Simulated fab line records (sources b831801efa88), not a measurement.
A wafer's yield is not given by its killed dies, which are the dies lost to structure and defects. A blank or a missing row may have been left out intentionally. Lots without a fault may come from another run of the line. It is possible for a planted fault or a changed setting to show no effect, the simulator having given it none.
Chamber matching    flow gf180mcu    cmp-02 running GF_STI_CMP_25: 4 sister chambers
The step polishes, stops on Si3N4, t overpolish 33 s, target thk 524.6 nm. 7 wafers are shown with their chamber, then 8 later ones without.

== WAFERS WITH THEIR CHAMBER ==
wafer   chamber  motor-current-A (A)  retaining-ring-pressure-frac
L429.6  0        11.9                 0.995
L437.4  1        12.2                 1.011
L437.6  2        10.3                 1.009
L444.1  3        11.3                 1.001
L444.2  1        11.7                 1.008
L444.6  2        10.6                 1.000
L446.2  3        12.0                 1.006

== WAFERS WITHOUT THEIR CHAMBER ==
wafer   motor-current-A (A)  retaining-ring-pressure-frac
L446.5  11.5                 1.003
L446.6  12.8                 1.002
L448.1  12.2                 0.999
L448.2  10.6                 1.004
L448.6  11.7                 0.998
L449.1  11.8                 0.999
L449.2  12.5                 1.004
L449.4  10.2                 1.006

== THE CHAMBER EACH PASSED THROUGH ==
wafer   from the rows above           in truth
L446.5  can't be placed: 3 or 1 or 0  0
L446.6  can't be placed: 1 or 0 or 3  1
L448.1  can't be placed: 0 or 3 or 1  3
L448.2  2                             2
L448.6  can't be placed: 0 or 3 or 1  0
L449.1  can't be placed: 0 or 3 or 1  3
L449.2  can't be placed: 1 or 3 or 0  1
L449.4  2                             2
Correct placement for 2 of the 8. From these rows, 6 cannot be placed; in 6 the true chamber is one of the candidates. 0 placed wrongly.
How it was worked out, from the rows above alone: a wafer's distance from a chamber is the root of the sum, over the readings, of the square of ((its reading less the chamber's mean) divided by the reading's scatter). If the next closest chamber is less than 2 further off than the closest, the wafer can't be placed; otherwise it belongs to the closest. A chamber's mean is the mean of its shown wafers. The scatter: take each reading less its chamber's mean, square it, sum over the shown wafers, divide by the number of wafers less the number of chambers, and take the root.
